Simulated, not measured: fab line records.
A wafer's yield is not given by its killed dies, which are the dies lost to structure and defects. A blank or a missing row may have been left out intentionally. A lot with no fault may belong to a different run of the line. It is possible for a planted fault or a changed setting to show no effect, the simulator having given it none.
8D (eight disciplines) problem report, filled in by code	flow sfqLine	the parts of the form that need people (team, actions taken, sign-off) are left out

1. WHAT IS WRONG
At SFQ_TRILAYER_I3_VIA_LITHO_COAT_090, spinSpeedRpm averages 2954.2 rpm over 9 wafers from 3 lots, while fault-free wafers read 3000.4 rpm, standard deviation 2. That is -23 standard deviations from the usual mean.
The step: resist thk 62 nm.
First seen on wafer L835.1, day 52 04:07, on lithoTrack-04. Wafers with a number at this step in the record: 21, from 7 lots. By rule, "out" or "out of limits" means more than 4 standard deviations away from the usual mean. The rest of the wafers with a number are treated as sound.

2. WHAT THIS IS AND IS NOT
question	is	is not
which readings at this step	spinSpeedRpm	-
which lots	L835, L838, L841	L828, L829, L840, L842
which wafers of those lots	all that have a number	-
read on which tools	lithoTrack-04	lithoTrack-01, lithoTrack-02
when	from day 52 04:07	up to then (6 sound wafers); but 6 sound wafers of L840, L842 came after

3. SUSPECTS, AND WHAT RULES EACH OUT
Counting: any tool at a process step up to the reading is kept as a suspect provided that every lot that is out went through it and no sound lot did after the first of them.
- pecvd-02 at SFQ_TRILAYER_I3_DEP_PECVD_081 (deposits SiO2 from SiH4/N2O, time 111.11 s, target thk 500 nm): ruled out as a lasting fault. Sound lots L840 ran on it after its first lot that is out, L835 (day 51 13:23).
- lithoTrack-04 at SFQ_TRILAYER_I3_VIA_LITHO_COAT_090 (resist thk 62 nm): kept. Every lot that is out went through it, starting with L835 (day 52 04:07), and after that it ran no sound lot; the last sound lot it ran before then is L828 (day 44 16:43). Its own spinSpeedRpm readings are out on those wafers.
After counting, what remains is lithoTrack-04 at SFQ_TRILAYER_I3_VIA_LITHO_COAT_090.

4. THE CAUSE (what the simulator had put in)
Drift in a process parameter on lithoTrack-04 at SFQ_TRILAYER_I3_VIA_LITHO_COAT_090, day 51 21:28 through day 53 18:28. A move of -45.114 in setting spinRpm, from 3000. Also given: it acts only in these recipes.
Only this tool survived the counting.

5. THE CHAIN OF EFFECTS, in route order
Rows list readings where the struck wafers' mean (over those with a number) sits beyond 3 standard deviations from the usual. Only readings whose record carries a usual standard deviation are examined. hours: median over the lots of the time between each lot's start at the first step of this table that gives one and its start at this step. sigmas: the change, counted in usual standard deviations.
hours	step	reading	usual	on struck wafers	change	sigmas
0	SFQ_TRILAYER_I3_VIA_LITHO_COAT_090	spinSpeedRpm	3000.4 rpm	2954.2	-46.2	-23
Its process steps:
- SFQ_TRILAYER_I3_VIA_LITHO_COAT_090: resist thk 62 nm.
Later measuring or inspecting steps at which every struck wafer that the step has a row for has a number for every such reading, and none has moved that far: SFQ_I3_OVL_MEAS_923.

6. HOW IT WOULD HAVE BEEN CAUGHT EARLIER
7 hours passed between the start of the fault at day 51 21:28 and the first reading out of limits in this record, taken at day 52 04:07.
